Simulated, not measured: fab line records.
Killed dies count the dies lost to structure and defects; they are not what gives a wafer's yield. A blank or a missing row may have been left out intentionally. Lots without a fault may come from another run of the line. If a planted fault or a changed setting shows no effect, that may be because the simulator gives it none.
Which tool is to blame? -- flow sky130 -- 33 wafers from 11 lots sampled at 3 of the route's 708 steps

== WHAT THE GAUGES READ, wafer by wafer ==
SKY_LDD_N_TW_MEAS_17.
lot,measured,on,LDD_N_TW
L742,day 18 17:20,filmMetro-04,2602 2595 2589
L745,day 19 18:31,filmMetro-03,2625 2636 2630
L747,day 20 13:58,filmMetro-03,2627 2623 2623
L751,day 22 19:07,filmMetro-04,2602 2608 2603
L749,day 22 19:02,filmMetro-03,2619 2611 2622
L753,day 23 00:26,filmMetro-02,2580 2590 2588
L758,day 24 04:48,filmMetro-02,2602 2594 2608
L757,day 24 05:20,filmMetro-03,2635 2635 2637
L760,day 24 23:57,filmMetro-02,2603 2595 2599
L761,day 25 10:04,filmMetro-02,2605 2599 2588
L762,day 25 18:24,filmMetro-02,2602 2598 2593

== EACH LOT AND THE TOOL THAT RAN IT (in order: tool; ch and the chambers of the sampled wafers; start) ==
lot,SKY_POLY_GATE_ETCH_17,SKY_POLY_GATE_STRIP_18
L742,"rieSi-02 ch 0,1,3, day 17 07:46","plasmaAsher-04 ch 0,1, day 17 07:51"
L745,"rieSi-01 ch 1,2,3, day 18 04:24","plasmaAsher-04 ch 0,1, day 18 04:27"
L747,"rieSi-02 ch 0,2,3, day 19 06:07","plasmaAsher-02 ch 0,1, day 19 06:11"
L751,"rieSi-01 ch 0,2,3, day 21 08:33","plasmaAsher-03 ch 0,1, day 21 08:36"
L749,"rieSi-02 ch 1,3, day 21 08:41","plasmaAsher-03 ch 0,1, day 21 08:45"
L753,"rieSi-01 ch 0,2,3, day 21 11:32","plasmaAsher-03 ch 0,1, day 21 11:35"
L758,"rieSi-02 ch 1,2,3, day 22 19:33","plasmaAsher-03 ch 0,1, day 22 19:36"
L757,"rieSi-01 ch 0,1, day 22 20:30","plasmaAsher-02 ch 0,1, day 22 20:33"
L760,"rieSi-01 ch 0,1,3, day 23 14:39","plasmaAsher-04 ch 0,1, day 23 14:42"
L761,"rieSi-02 ch 0,2, day 24 02:10","plasmaAsher-03 ch 0,1, day 24 02:14"
L762,"rieSi-01 ch 0,3, day 24 10:23","plasmaAsher-04 ch 0,1, day 24 10:29"
- SKY_POLY_GATE_ETCH_17: etches poly-Si in HBr/Cl2, stops on SiO2, target depth 180 nm, time 70.5 s.
- SKY_POLY_GATE_STRIP_18: strips in O2/N2.

== THE ANSWER, worked out from the rows above alone ==
Rule: usual is defined by the lots themselves. Put in order of their means at a reading, lots are off if they are a third of the lots or fewer, leave a main group of 4 or more, and stand apart from it by a gap of 3 or more times the standard deviation of the main group's means; of several such gaps the widest counts. If all means in a main group match to the digits the tables above print for the reading, that group is not used. A lot without any number at a reading at which 4 lots or more have one is off too. All remaining lots with rows at the step are treated as sound.
No lot is off on any of the readings shown, so nothing can be concluded from this.

== WHAT THE SIMULATOR PUT IN ==
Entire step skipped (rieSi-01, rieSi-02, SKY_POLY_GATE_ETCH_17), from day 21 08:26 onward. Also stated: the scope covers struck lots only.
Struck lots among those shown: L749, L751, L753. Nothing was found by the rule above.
